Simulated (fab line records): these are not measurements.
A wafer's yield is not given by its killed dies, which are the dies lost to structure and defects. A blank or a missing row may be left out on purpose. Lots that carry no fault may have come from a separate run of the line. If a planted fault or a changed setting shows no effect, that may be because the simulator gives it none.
fab line records -- flow sky130
record: lots: 6, wafers: 18, last-day: 50
route steps=708 shown POLY_CUT@310 SD_P@320 PAD_OPEN@708
lots that met no fault: from a run of the same line without faults
start-h: hours from the record's first day to the start of the lot's first wafer shown -- wait-h: hours since the lot's step before -- " identical to the entry in the row above -- L1.1+2: one row covering several wafers at once -- - either no value or no given start -- * or withheld: withheld -- < > ~ a bound
route shown NAME@n: NAME is a module with steps in the file, n the number in the route of the first one -- usual: average and standard deviation across the fault-free wafers -- same: alike in all rows -- chamber/n: place in a boat -- sites: per-site readings -- _std_site: standard deviation across them -- _edge_site: outer sites' mean less inner sites' -- radius-mm: how far each site lies from the wafer's centre -- mask NAME#n: copy n -- behind: the tool/chamber that last shaped the wafer -- hold: what put the lot on hold/how long, in hours/how the hold closed -- device: the n, p or np transistor that did not switch -- end of line: at the end of the route, the tests of the same wafers -- for a step that has no rows: nothing shown but its recipe -- killed: at the first sort, the dies lost to defects and structure; wafer yield is something else -- map: a wafer's dies, marking killed ones x, the rest . and places with no die _
set.NAME: the setting as run; set.NAME@STEP: as run at that earlier step -- model.NAME: the simulator's own value behind a step, which no gauge read
lots at selected steps of the route; one table per step, one row per wafer
services: when a tool's chamber went out of use (start-h, in hours from the record's first day, below 0 if earlier), for how many hours, and the reason
== steps ==
step: SKY_POLY_CUT_COAT_03
recipe: resist: KrF-thick, spin-rpm: 3000, resist-thk-nm: 450
step: SKY_POLY_CUT_SOFTBAKE_04
recipe: temp-c: 100, time-s: 90, resist: KrF-thick
step: SKY_POLY_CUT_EXPOSE_05
recipe: mask-id: NPCM, na: 0.8, source-shape: annular, sigma-inner: 0.55, sigma-outer: 0.85, target-cd-nm: 270, dose-mj: 32
step: SKY_POLY_CUT_PEB_06
recipe: peb-temp-c: withheld, peb-time-s: withheld, resist: KrF-thick
step: SKY_POLY_CUT_DEVELOP_07
recipe: develop-time-s: 60, resist: KrF-thick, dev-temp-c: 21
step: SKY_POLY_CUT_CD_MEAS_08
recipe: target-cd-nm: 270
usual: cd-nm: 270.2/1.5
lot.wafer,tool,chamber,start-h,wait-h,cd-nm
L442.2,cd-sem-02,-,609.91,-,269.2
L442.4,cd-sem-02,-,609.91,-,268.8
L442.5,cd-sem-02,-,609.91,-,271.4
L447.1,cd-sem-01,-,648.14,-,268.6
L447.4,cd-sem-01,-,648.14,-,267.3
L447.5,cd-sem-01,-,648.14,-,267.6
L452.2,cd-sem-02,-,707.06,-,269.9
L452.4,cd-sem-02,-,707.06,-,270.2
L452.6,cd-sem-02,-,707.06,-,268.9
L454.2,cd-sem-01,-,715.46,-,272.9
L454.5,cd-sem-01,-,715.46,-,273.0
L454.6,cd-sem-01,-,715.46,-,273.5
L455.2,cd-sem-02,-,725.64,-,272.1
L455.4,cd-sem-02,-,725.64,-,270.6
L455.5,cd-sem-02,-,725.64,-,269.8
L459.3,cd-sem-02,-,754.83,-,266.1
L459.4,cd-sem-02,-,754.83,-,268.3
L459.5,cd-sem-02,-,754.83,-,268.7
step: SKY_POLY_CUT_OVL_MEAS_09
usual: POLY_CUT_OVL: 2/6.2
lot.wafer,tool,chamber,start-h,wait-h,POLY_CUT_OVL[nm]
L442.2,overlay-02,-,610.02,0.1,3
L442.4,overlay-02,-,610.02,0.1,8
L442.5,overlay-02,-,610.02,0.1,5
L447.1,overlay-01,-,648.26,0.1,-9
L447.4,overlay-01,-,648.26,0.1,3
L447.5,overlay-01,-,648.26,0.1,-4
L452.2,overlay-01,-,707.17,0.1,4
L452.4,overlay-01,-,707.17,0.1,0
L452.6,overlay-01,-,707.17,0.1,-3
L454.2,overlay-01,-,715.57,0.1,-1
L454.5,overlay-01,-,715.57,0.1,-3
L454.6,overlay-01,-,715.57,0.1,-6
L455.2,overlay-02,-,725.74,0.1,11
L455.4,overlay-02,-,725.74,0.1,13
L455.5,overlay-02,-,725.74,0.1,1
L459.3,overlay-01,-,754.92,0.1,-12
L459.4,overlay-01,-,754.92,0.1,-8
L459.5,overlay-01,-,754.92,0.1,-8
step: SKY_POLY_CUT_ETCH_10
recipe: chemistry: N2/H2, target: BARC, ion-energy-ev: 200, source-w: 500, bias-w: 100, pressure-mtorr: 30, n2-flow-sccm: 100, h2-flow-sccm: 200, stop-on: SiO2, time-s: 45.9, target-depth-a: 600
usual: drypump-motor-current-A: 5.5/0.38, oes-product-au: 0.855/0.0047, throttle-valve-pct: 13.224/0.0087
lot.wafer,tool,chamber,start-h,wait-h,drypump-motor-current-A,oes-product-au,rf-hours-counter-h,throttle-valve-pct
L442.2,rie-diel-01,2,610.05,0.0,4.7,0.851,0,13.234
L442.4,rie-diel-01,3,610.05,0.0,5.8,0.853,1,13.228
L442.5,rie-diel-01,1,610.05,0.0,5.2,0.849,-,13.227
L447.1,rie-diel-03,1,648.30,0.0,4.7,0.854,8,13.225
L447.4,rie-diel-03,3,648.30,0.0,5.8,0.852,63,13.234
L447.5,rie-diel-03,3,648.30,0.0,5.9,0.851,-,13.234
L452.2,rie-diel-03,0,707.20,0.0,5.5,0.860,32,13.214
L452.4,rie-diel-03,3,707.20,0.0,5.9,0.856,1,13.228
L452.6,rie-diel-03,1,707.20,0.0,4.7,0.855,-,13.231
L454.2,rie-diel-04,2,715.60,0.0,5.8,0.859,11,13.220
L454.5,rie-diel-04,2,715.60,0.0,5.9,0.860,-,13.235
L454.6,rie-diel-04,3,715.60,0.0,5.2,0.851,-,13.217
L455.2,rie-diel-04,2,725.77,0.0,5.9,0.863,11,13.233
L455.4,rie-diel-04,3,725.77,0.0,5.3,0.859,19,13.220
L455.5,rie-diel-04,2,725.77,0.0,5.9,0.869,-,13.203
L459.3,rie-diel-04,2,754.95,0.0,5.9,0.853,12,13.232
L459.4,rie-diel-04,1,754.95,0.0,5.2,0.857,14,13.213
L459.5,rie-diel-04,0,754.95,0.0,5.7,0.857,-,13.215
step: SKY_POLY_CUT_ETCH_11
recipe: target: Si3N4, chemistry: CF4/CH2F2/Ar, stop-on: poly-Si, source-w: 600, bias-w: 150, pressure-mtorr: 40, cf4-flow-sccm: 40, ch2f2-flow-sccm: 20, Ar_flow_sccm: 150, time-s: 41.59, target-depth-a: 600
usual: drypump-motor-current-A: 5.4/0.38, oes-product-au: 0.846/0.0056, throttle-valve-pct: 14.996/0.009
lot.wafer,tool,chamber,start-h,wait-h,drypump-motor-current-A,oes-product-au,rf-hours-counter-h,throttle-valve-pct
L442.2,rie-diel-01,2,610.09,0.0,4.7,0.849,0,14.986
L442.4,rie-diel-01,3,610.09,0.0,5.8,0.850,1,15.007
L442.5,rie-diel-01,1,610.09,0.0,5.3,0.845,-,14.986
L447.1,rie-diel-03,1,648.34,0.0,4.7,0.835,8,14.998
L447.4,rie-diel-03,3,648.34,0.0,5.9,0.839,63,15.013
L447.5,rie-diel-03,3,648.34,0.0,5.8,0.839,-,14.996
L452.2,rie-diel-03,0,707.24,0.0,5.5,0.847,32,15.013
L452.4,rie-diel-03,3,707.24,0.0,5.9,0.850,1,14.995
L452.6,rie-diel-03,1,707.24,0.0,4.6,0.846,-,14.984
L454.2,rie-diel-04,2,715.64,0.0,5.8,0.844,11,15.024
L454.5,rie-diel-04,2,715.64,0.0,5.9,0.841,-,14.996
L454.6,rie-diel-04,3,715.64,0.0,5.3,0.834,-,14.994
L455.2,rie-diel-04,2,725.81,0.0,5.8,0.853,11,14.987
L455.4,rie-diel-04,3,725.81,0.0,5.2,0.846,19,14.988
L455.5,rie-diel-04,2,725.81,0.0,5.8,0.841,-,14.998
L459.3,rie-diel-04,2,754.99,0.0,5.9,0.850,12,14.987
L459.4,rie-diel-04,1,754.99,0.0,5.2,0.849,14,14.984
L459.5,rie-diel-04,0,754.99,0.0,5.7,0.853,-,15.001
step: SKY_POLY_CUT_STRIP_12
recipe: chemistry: O2/N2, power-w: 1400, pressure-mtorr: 1500, platen-temp-c: withheld, o2-flow-sccm: 3000, n2-flow-sccm: 300, overash-fraction: 0.5
usual: drypump-motor-current-A: 5.5/0.46, oes-product-au: 0.452/0.0048, strip-time-to-endpoint-s: 5.358/0.017
lot.wafer,tool,chamber,start-h,wait-h,drypump-motor-current-A,oes-product-au,rf-hours-counter-h,strip-time-to-endpoint-s
L442.2,plasma-asher-02,1,610.13,0.0,5.4,0.446,80,5.351
L442.4,plasma-asher-02,1,610.13,0.0,5.5,0.442,-,5.361
L442.5,plasma-asher-02,0,610.13,0.0,6.0,0.457,-,5.359
L447.1,plasma-asher-01,0,648.38,0.0,4.9,0.450,21,5.360
L447.4,plasma-asher-01,1,648.38,0.0,5.8,0.444,-,5.347
L447.5,plasma-asher-01,1,648.38,0.0,5.9,0.453,-,5.343
L452.2,plasma-asher-02,0,707.28,0.0,6.0,0.450,89,5.348
L452.4,plasma-asher-02,1,707.28,0.0,5.4,0.451,-,5.391
L452.6,plasma-asher-02,1,707.28,0.0,5.4,0.450,-,5.346
L454.2,plasma-asher-03,1,715.68,0.0,5.0,0.449,107,5.333
L454.5,plasma-asher-03,0,715.68,0.0,6.0,0.456,-,5.351
L454.6,plasma-asher-03,1,715.68,0.0,5.0,0.446,-,5.345
L455.2,plasma-asher-02,0,725.85,0.0,6.0,0.446,91,5.370
L455.4,plasma-asher-02,1,725.85,0.0,5.4,0.452,-,5.385
L455.5,plasma-asher-02,1,725.85,0.0,5.4,0.454,-,5.353
L459.3,plasma-asher-01,1,755.06,0.1,5.8,0.457,-,5.372
L459.4,plasma-asher-01,0,755.06,0.1,4.9,0.455,-,5.392
L459.5,plasma-asher-01,1,755.06,0.1,5.8,0.451,-,5.384
step: SKY_SD_P_DEHYDRATE_00
recipe: temp-c: 200, time-s: 60
step: SKY_SD_P_HMDS_01
recipe: prime-time-s: 60, prime-temp-c: 120
step: SKY_SD_P_COAT_02
recipe: resist: NOVOLAK, spin-rpm: 3000, resist-thk-nm: 1140
lot.wafer,tool,chamber,start-h,wait-h,model.NOVOLAK_of_SD_P_COAT_02.thk-nm
L442.2,litho-track-01,0,624.38,0.1,1148
L442.4,litho-track-01,0,624.38,0.1,1146
L442.5,litho-track-01,0,624.38,0.1,1147
L447.1+5,litho-track-03,0,662.67,0.1,1141
L447.4,litho-track-03,0,662.67,0.1,1138
L452.2,litho-track-03,0,720.54,0.1,792.2
L452.4,litho-track-03,0,720.54,0.1,787.2
L452.6,litho-track-03,0,720.54,0.1,789.5
L454.2,litho-track-03,0,728.99,0.1,789.5
L454.5,litho-track-03,0,728.99,0.1,790.9
L454.6,litho-track-03,0,728.99,0.1,789.1
L455.2,litho-track-02,0,739.62,0.1,1141
L455.4,litho-track-02,0,739.62,0.1,1140
L455.5,litho-track-02,0,739.62,0.1,1139
L459.3,litho-track-01,0,768.76,0.1,1136
L459.4,litho-track-01,0,768.76,0.1,1134
L459.5,litho-track-01,0,768.76,0.1,1139
step: SKY_SD_P_SOFTBAKE_03
recipe: temp-c: 90, time-s: 60, resist: NOVOLAK
step: SKY_SD_P_EXPOSE_04
recipe: mask-id: PSDM, na: 0.6, source-shape: conventional, sigma-outer: 0.6, polarization: unpolarized, target-cd-nm: 380, dose-mj: 138
step: SKY_SD_P_PEB_05
recipe: temp-c: withheld, time-s: *, resist: NOVOLAK
step: SKY_SD_P_DEVELOP_06
recipe: resist: NOVOLAK, developer: TMAH, develop-time-s: 60, dev-temp-c: 23
lot.wafer,tool,chamber,start-h,wait-h,model.NOVOLAK_of_SD_P_COAT_02.thk-nm
L442.2,litho-track-01,0,638.28,0.1,1148
L442.4,litho-track-01,0,638.28,0.1,1145
L442.5,litho-track-01,0,638.28,0.1,1146
L447.1+5,litho-track-01,0,676.71,0.1,1140
L447.4,litho-track-01,0,676.71,0.1,1138
L452.2,litho-track-03,0,734.64,0.1,791.8
L452.4,litho-track-03,0,734.64,0.1,786.8
L452.6,litho-track-03,0,734.64,0.1,789
L454.2,litho-track-03,0,743.54,0.1,789.1
L454.5,litho-track-03,0,743.54,0.1,790.5
L454.6,litho-track-03,0,743.54,0.1,788.6
L455.2,litho-track-01,0,753.58,0.1,1140
L455.4+5,litho-track-01,0,753.58,0.1,1139
L459.3,litho-track-03,0,782.37,0.1,1135
L459.4,litho-track-03,0,782.37,0.1,1134
L459.5,litho-track-03,0,782.37,0.1,1139
step: SKY_SD_P_CD_MEAS_07
recipe: target-cd-nm: 380
usual: cd-nm: 379.4/2.6
lot.wafer,tool,chamber,start-h,wait-h,cd-nm
L442.2,cd-sem-02,-,638.43,0.1,377.8
L442.4,cd-sem-02,-,638.43,0.1,377.4
L442.5,cd-sem-02,-,638.43,0.1,374.1
L447.1,cd-sem-02,-,676.86,0.1,372.7
L447.4,cd-sem-02,-,676.86,0.1,373.6
L447.5,cd-sem-02,-,676.86,0.1,375.9
L452.2,cd-sem-01,-,734.79,0.1,417.0
L452.4,cd-sem-01,-,734.79,0.1,415.3
L452.6,cd-sem-01,-,734.79,0.1,416.1
L454.2,cd-sem-02,-,743.69,0.1,417.2
L454.5,cd-sem-02,-,743.69,0.1,418.7
L454.6,cd-sem-02,-,743.69,0.1,417.3
L455.2,cd-sem-02,-,753.73,0.1,374.9
L455.4,cd-sem-02,-,753.73,0.1,377.6
L455.5,cd-sem-02,-,753.73,0.1,378.6
L459.3,cd-sem-01,-,782.51,0.1,381.3
L459.4,cd-sem-01,-,782.51,0.1,380.0
L459.5,cd-sem-01,-,782.51,0.1,381.7
step: SKY_SD_P_OVL_MEAS_08
usual: SD_P_OVL: 0.0/1.4
lot.wafer,tool,chamber,start-h,wait-h,SD_P_OVL[nm]
L442.2,overlay-01,-,638.53,0.1,-0.8
L442.4,overlay-01,-,638.53,0.1,-2.4
L442.5,overlay-01,-,638.53,0.1,-1.1
L447.1,overlay-01,-,676.98,0.1,-0.3
L447.4,overlay-01,-,676.98,0.1,-0.1
L447.5,overlay-01,-,676.98,0.1,0.5
L452.2,overlay-01,-,734.89,0.1,1.3
L452.4,overlay-01,-,734.89,0.1,1.2
L452.6,overlay-01,-,734.89,0.1,2.5
L454.2,overlay-01,-,743.79,0.1,-2.0
L454.5,overlay-01,-,743.79,0.1,-0.9
L454.6,overlay-01,-,743.79,0.1,-1.9
L455.2,overlay-02,-,753.83,0.1,-0.3
L455.4,overlay-02,-,753.83,0.1,0.3
L455.5,overlay-02,-,753.83,0.1,-1.0
L459.3,overlay-02,-,782.60,0.1,-1.4
L459.4,overlay-02,-,782.60,0.1,0.9
L459.5,overlay-02,-,782.60,0.1,0.4
step: SKY_SD_P_IMPLANT_09
recipe: species: BF2, energy-kev: 19.72, dose-cm2: 3e+15, tilt-deg: 0
step: SKY_SD_P_STRIP_10
recipe: chemistry: O2/N2, power-w: 1400, pressure-mtorr: 1500, platen-temp-c: withheld, o2-flow-sccm: 3000, n2-flow-sccm: 300, overash-fraction: 0.5
usual: drypump-motor-current-A: 5.5/0.39, oes-product-au: 0.618/0.0049, strip-time-to-endpoint-s: 17.45/0.045
lot.wafer,tool,chamber,start-h,wait-h,drypump-motor-current-A,oes-product-au,rf-hours-counter-h,strip-time-to-endpoint-s
L442.2,plasma-asher-01,0,638.71,0.1,4.9,0.621,20,17.55
L442.4,plasma-asher-01,1,638.71,0.1,5.9,0.620,-,17.52
L442.5,plasma-asher-01,1,638.71,0.1,5.8,0.608,-,17.51
L447.1,plasma-asher-04,0,677.16,0.1,5.7,0.619,51,17.45
L447.4,plasma-asher-04,1,677.16,0.1,5.1,0.611,-,17.44
L447.5,plasma-asher-04,0,677.16,0.1,5.7,0.613,-,17.47
L452.2,plasma-asher-04,1,735.07,0.1,5.0,0.583,57,13.46
L452.4,plasma-asher-04,1,735.07,0.1,5.0,0.586,-,13.39
L452.6,plasma-asher-04,0,735.07,0.1,5.7,0.583,-,13.42
L454.2,plasma-asher-04,1,743.97,0.1,5.0,0.595,58,13.45
L454.5,plasma-asher-04,0,743.97,0.1,5.6,0.588,-,13.46
L454.6,plasma-asher-04,1,743.97,0.1,5.0,0.592,-,13.43
L455.2,plasma-asher-02,0,754.01,0.1,6.0,0.619,94,17.46
L455.4,plasma-asher-02,0,754.01,0.1,6.0,0.622,-,17.45
L455.5,plasma-asher-02,0,754.01,0.1,6.0,0.616,-,17.43
L459.3,plasma-asher-04,1,782.81,0.1,5.1,0.619,-,17.37
L459.4,plasma-asher-04,0,782.81,0.1,5.7,0.612,-,17.38
L459.5,plasma-asher-04,0,782.81,0.1,5.7,0.623,-,17.43
step: SKY_SD_P_TW_MEAS_11
usual: SD_P_TW: 2832/45
lot.wafer,tool,chamber,start-h,wait-h,SD_P_TW
L442.2,film-metro-02,-,638.82,0.1,2798
L442.4,film-metro-02,-,638.82,0.1,2795
L442.5,film-metro-02,-,638.82,0.1,2785
L447.1,film-metro-02,-,677.26,0.1,2819
L447.4,film-metro-02,-,677.26,0.1,2818
L447.5,film-metro-02,-,677.26,0.1,2824
L452.2,film-metro-04,-,735.18,0.1,2881
L452.4,film-metro-04,-,735.18,0.1,2890
L452.6,film-metro-04,-,735.18,0.1,2873
L454.2,film-metro-02,-,744.08,0.1,2819
L454.5,film-metro-02,-,744.08,0.1,2805
L454.6,film-metro-02,-,744.08,0.1,2822
L455.2,film-metro-01,-,754.12,0.1,2756
L455.4,film-metro-01,-,754.12,0.1,2761
L455.5,film-metro-01,-,754.12,0.1,2758
L459.3,film-metro-04,-,782.89,0.1,2885
L459.4,film-metro-04,-,782.89,0.1,2894
L459.5,film-metro-04,-,782.89,0.1,2883
step: SKY_PAD_OPEN_PROBE_99
usual: killed_at_M0_to_M3: 45/7.5, killed_at_M4_up: 2.8/1.9, killed-at-contacts: 25/5.5, killed-at-front-end: 14/4, killed-at-other: 0.3/0.75, killed-dies: 87/9.4, killed-open: 47/6.6, killed-short: 39/6.6
same: gross-dies: 492, killed-at-back-side: 0
lot.wafer,tool,chamber,start-h,wait-h,killed_at_M0_to_M3,killed_at_M4_up,killed-at-contacts,killed-at-front-end,killed-at-other,killed-dies,killed-open,killed-short
L442.2,prober-02,-,1115.11,0.1,36,1,35,23,1,96,58,38
L442.4,prober-02,-,1115.21,0.2,51,6,31,12,0,100,53,47
L442.5,prober-02,-,1115.26,0.2,32,2,31,20,1,86,42,44
L452.2,prober-01,-,1181.01,0.1,30,2,27,14,0,73,45,28
L452.4,prober-01,-,1181.11,0.2,53,3,18,12,0,86,37,49
L452.6,prober-01,-,1181.21,0.2,46,4,18,23,0,91,37,54
L454.2,prober-01,-,1184.93,0.1,33,2,27,22,1,85,55,30
L454.5,prober-01,-,1185.08,0.2,41,2,21,16,0,80,49,31
L454.6,prober-01,-,1185.13,0.2,46,3,20,15,0,84,38,46
killed by level:class
L442.2 CONTACT:geometric-particle:open=13 POLY_GATE:geometric-particle:open=10 VIA1:geometric-particle:open=8 FIELD_ISO:geometric-particle:open=6 LI_CONTACT:geometric-particle:open=6 VIA1:geometric-particle:short=6 LI_CONTACT:geometric-particle:short=5 CONTACT:geometric-particle:short=5
L442.4 CONTACT:geometric-particle:open=12 VIA1:geometric-particle:open=12 VIA1:geometric-particle:short=10 CONTACT:geometric-particle:short=9 VIA3:geometric-particle:open=8 METAL1:geometric-particle:short=6 FIELD_ISO:geometric-particle:short=5 POLY_GATE:geometric-particle:open=4
L442.5 CONTACT:geometric-particle:short=8 CONTACT:geometric-particle:open=7 METAL1:geometric-particle:short=6 LI_CONTACT:geometric-particle:open=6 VIA1:geometric-particle:open=6 LOCAL_INTERCONNECT:geometric-particle:short=6 FIELD_ISO:geometric-particle:open=5 POLY_GATE:geometric-particle:open=5
L452.2 CONTACT:geometric-particle:open=14 VIA1:geometric-particle:open=7 LI_CONTACT:geometric-particle:open=7 VIA2:geometric-particle:open=6 METAL1:geometric-particle:short=5 CONTACT:geometric-particle:short=4 FIELD_ISO:geometric-particle:short=3 POLY_GATE:geometric-particle:short=3
L452.4 METAL1:geometric-particle:short=11 VIA1:geometric-particle:open=10 VIA1:geometric-particle:short=8 LOCAL_INTERCONNECT:geometric-particle:short=5 METAL2:geometric-particle:short=5 LI_CONTACT:geometric-particle:open=4 CONTACT:geometric-particle:short=4 VIA2:geometric-particle:open=4
L452.6 VIA1:geometric-particle:open=7 METAL1:geometric-particle:short=7 VIA3:geometric-particle:open=7 VIA3:geometric-particle:short=7 POLY_GATE:geometric-particle:short=6 FIELD_ISO:geometric-particle:short=5 LI_CONTACT:geometric-particle:open=5 CONTACT:geometric-particle:short=5
L454.2 CONTACT:geometric-particle:open=17 FIELD_ISO:geometric-particle:open=9 VIA3:geometric-particle:open=8 VIA1:geometric-particle:open=8 LOCAL_INTERCONNECT:geometric-particle:short=4 METAL1:geometric-particle:short=4 VIA1:geometric-particle:short=4 POLY_GATE:geometric-particle:open=3
L454.5 CONTACT:geometric-particle:open=8 VIA1:geometric-particle:open=7 VIA2:geometric-particle:open=7 VIA3:geometric-particle:open=7 LI_CONTACT:geometric-particle:open=6 VIA1:geometric-particle:short=6 METAL2:geometric-particle:short=6 POLY_GATE:geometric-particle:open=4
L454.6 VIA1:geometric-particle:open=9 VIA3:geometric-particle:short=8 CONTACT:geometric-particle:open=7 METAL1:geometric-particle:short=7 VIA1:geometric-particle:short=6 VIA3:geometric-particle:open=5 FIELD_ISO:geometric-particle:open=4 POLY_GATE:geometric-particle:short=4
== services ==
tool,chamber,start-h,hours,kind
rie-diel-03,1,595.12,3.1,repair
rie-diel-01,2,597.51,-,clean
rie-diel-01,2,597.51,11.7,scheduled-down
rie-diel-01,2,597.51,11.7,vent-cycle
plasma-asher-04,-,617.57,4.3,repair
plasma-asher-01,-,641.11,6.0,repair
rie-diel-03,3,653.85,-,clean
rie-diel-03,3,653.85,15.5,scheduled-down
rie-diel-03,3,653.85,15.5,vent-cycle
rie-diel-04,0,666.71,-,clean
rie-diel-04,0,666.71,23.4,scheduled-down
rie-diel-04,0,666.71,23.4,vent-cycle
plasma-asher-03,-,681.42,1.1,repair
plasma-asher-01,-,686.55,2.7,repair
plasma-asher-01,-,693.12,0.7,repair
plasma-asher-02,-,696.93,8.1,repair
rie-diel-03,2,703.24,2.7,repair
plasma-asher-01,-,732.49,1.1,repair
plasma-asher-03,-,733.75,9.0,pm
plasma-asher-03,0,733.75,9.0,vent-cycle
plasma-asher-03,1,733.75,9.0,vent-cycle
plasma-asher-03,0,742.75,-,clean
plasma-asher-03,1,742.75,-,clean
== key ==
first-sign: step: SKY_SD_P_CD_MEAS_07, reading: cd-nm, direction: up, sigmas: 15, usual: 379.4, struck: 416.9
effect: step: SKY_SD_P_STRIP_10, reading: strip-time-to-endpoint-s, direction: down, sigmas: 88, usual: *, struck: *
model-effect: step: SKY_SD_P_COAT_02, value: NOVOLAK_of_SD_P_COAT_02.thk-nm, without: 1143, struck: 789.7
model-effect: step: SKY_SD_P_DEVELOP_06, value: NOVOLAK_of_SD_P_COAT_02.thk-nm, without: 1143, struck: 789.3
met-at SKY_SD_P_COAT_02
struck-wafers L452.2,L452.4,L452.6,L454.2,L454.5,L454.6
tester-left-out L452,L454
onset-between 662.67 720.54
fault: kind: process-parameter-drift, tool: litho-track-03, chamber: -, onset-h: 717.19, steps: SKY_SD_P_COAT_02, channel: resist-thk-nm, offset: -352.34, shape: step, end-h: 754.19, acts-in: these-recipes-only, stated: 1140
tester-left-out: of these lots the tester's yield and bins aren't shown, on N5 and GAA mostly nor the transistor test; their killed dies are dies lost to structure and defects alone, not to doping, threshold or leakage, so they don't give the yield
